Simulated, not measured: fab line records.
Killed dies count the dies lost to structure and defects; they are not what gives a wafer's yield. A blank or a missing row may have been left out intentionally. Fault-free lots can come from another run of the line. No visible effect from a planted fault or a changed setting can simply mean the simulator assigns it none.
Chamber matching    flow sky130    4 sister chambers for SKY_VIA4_CMP_21 on cmp-02
The step polishes, stops on SiO2, t overpolish 25 s, target thk 0 nm. 8 wafers are shown with their chamber, then 8 later ones without.

== EACH WAFER AND ITS CHAMBER ==
wafer   chamber  motor_current_A (A)  time_to_endpoint_s (s)
L452.6  1        9.5                  118
L456.1  3        10.2                 118
L456.4  0        11.7                 122
L456.5  3        10.6                 113
L459.1  2        13.5                 118
L459.4  0        11.5                 125
L459.6  2        13.0                 121
L460.2  1        10.0                 119

== WAFERS WITHOUT THEIR CHAMBER ==
wafer   motor_current_A (A)  time_to_endpoint_s (s)
L460.4  12.1                 122
L460.6  12.0                 120
L461.1  11.9                 124
L461.4  13.0                 124
L461.6  12.6                 123
L464.2  13.1                 122
L464.3  9.7                  115
L464.4  10.2                 117

== THE CHAMBER EACH PASSED THROUGH ==
wafer   from the rows above      in truth
L460.4  0                        0
L460.6  0                        0
L461.1  0                        0
L461.4  2                        2
L461.6  can't be placed: 2 or 0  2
L464.2  2                        2
L464.3  can't be placed: 1 or 3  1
L464.4  can't be placed: 3 or 1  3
5 of 8 placed correctly. Can't be placed from these rows: 3 (the true chamber is among the candidates in 3). Placed wrongly: 0.
How it was worked out, from the rows above alone: a wafer's distance from a chamber is the root of the sum, over the readings, of the square of ((its reading less the chamber's mean) divided by the reading's scatter). If the next closest chamber is less than 2 further off than the closest, the wafer can't be placed; otherwise it belongs to the closest. The mean given for a chamber averages the wafers shown for that chamber. The scatter: the root of (the sum of the squares of (reading less its chamber's mean) over the shown wafers, divided by (wafers less chambers)).
